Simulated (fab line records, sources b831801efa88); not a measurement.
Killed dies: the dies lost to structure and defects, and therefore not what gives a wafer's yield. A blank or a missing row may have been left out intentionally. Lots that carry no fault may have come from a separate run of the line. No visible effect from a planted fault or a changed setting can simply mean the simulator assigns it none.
Problem report, 8D (eight disciplines) form, completed by code + flow sky130 + the parts of the form that need people (team, actions taken, sign-off) are left out

1. WHAT WENT WRONG
tempC at SKY_FIELD_ISO_WET_ETCH_30 reads a mean of 8.16 C on 3 wafers of 1 lot; wafers without a fault read 24.99 C with a standard deviation of 0.11. That is -99 or more standard deviations from the usual mean.
The step: etches SiO2 in dHF, target depth 25 nm, time 50 s.
First observed at day 4 07:22: wafer L614.1, on wetBench-04. The record has a number at this step for 36 wafers belonging to 12 lots. Rule for "out", or "out of limits": more than 4 standard deviations from the usual mean. Any other wafer with a number is counted as sound.

2. WHAT THIS IS AND IS NOT
| question                    | is                     | is not                                                                          |
|-----------------------------|------------------------|---------------------------------------------------------------------------------|
| which readings at this step | tempC, bathHeatDutyPct | -                                                                               |
| which lots                  | L614                   | L606, L607, L608, L609, L610, L611, L612, L613, L617, L623, L628                |
| which wafers of those lots  | all that have a number | -                                                                               |
| read on which tools         | wetBench-04            | wetBench-01, wetBench-03                                                        |
| when                        | from day 4 07:22       | up to then (24 sound wafers); but 9 sound wafers of L617, L623, L628 came after |

3. THE SUSPECTS, EACH WITH WHAT RULES IT OUT
Counting: a tool at any process step up to the reading remains a suspect when it ran all the lots that are out and ran no sound lot after the first of those.
- wetBench-04 at SKY_FIELD_ISO_WET_ETCH_30 (etches SiO2 in dHF, target depth 25 nm, time 50 s): kept. It ran the lot that is out, L614 (day 4 07:22), and no sound lot after that; its last sound lot up to then is L613 (day 4 01:55). Its own readings are out on those wafers: bathHeatDutyPct, tempC.
After counting, what remains is wetBench-04 at SKY_FIELD_ISO_WET_ETCH_30.

4. THE CAUSE (what the simulator had put in)
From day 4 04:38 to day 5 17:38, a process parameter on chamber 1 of wetBench-04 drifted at SKY_FIELD_ISO_WET_ETCH_30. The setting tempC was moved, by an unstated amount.
Only this tool survived the counting.

5. THE CHAIN OF EFFECTS, in route order
One row per reading whose mean, taken over the struck wafers that have a number, lies over 3 standard deviations from the usual. Readings are gone through only where the record gives a usual standard deviation; hours: the median, over the lots, of the time from a lot's start at the first step in this table giving one to that lot's start at this step; sigmas: the change measured in usual standard deviations.
| hours | step                      | reading         | usual   | on struck wafers | change | sigmas      |
|-------|---------------------------|-----------------|---------|------------------|--------|-------------|
| 0     | SKY_FIELD_ISO_WET_ETCH_30 | bathHeatDutyPct | 6.7 %   | 0.0              | -6.7   | -9.7        |
| 0     | SKY_FIELD_ISO_WET_ETCH_30 | tempC           | 24.99 C | 8.16             | -16.83 | -99 or more |
Its process steps:
- SKY_FIELD_ISO_WET_ETCH_30: etches SiO2 in dHF, target depth 25 nm, time 50 s.
Later measuring or inspecting steps at which every struck wafer that the step has a row for has a number for every such reading, and none has moved that far: SKY_LOCAL_INTERCONNECT_THK_MEAS_02, SKY_CONTACT_RS_MEAS_25.

6. HOW IT WOULD HAVE BEEN CAUGHT EARLIER
3 hours passed between the start of the fault at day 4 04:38 and the first reading out of limits in this record, taken at day 4 07:22.
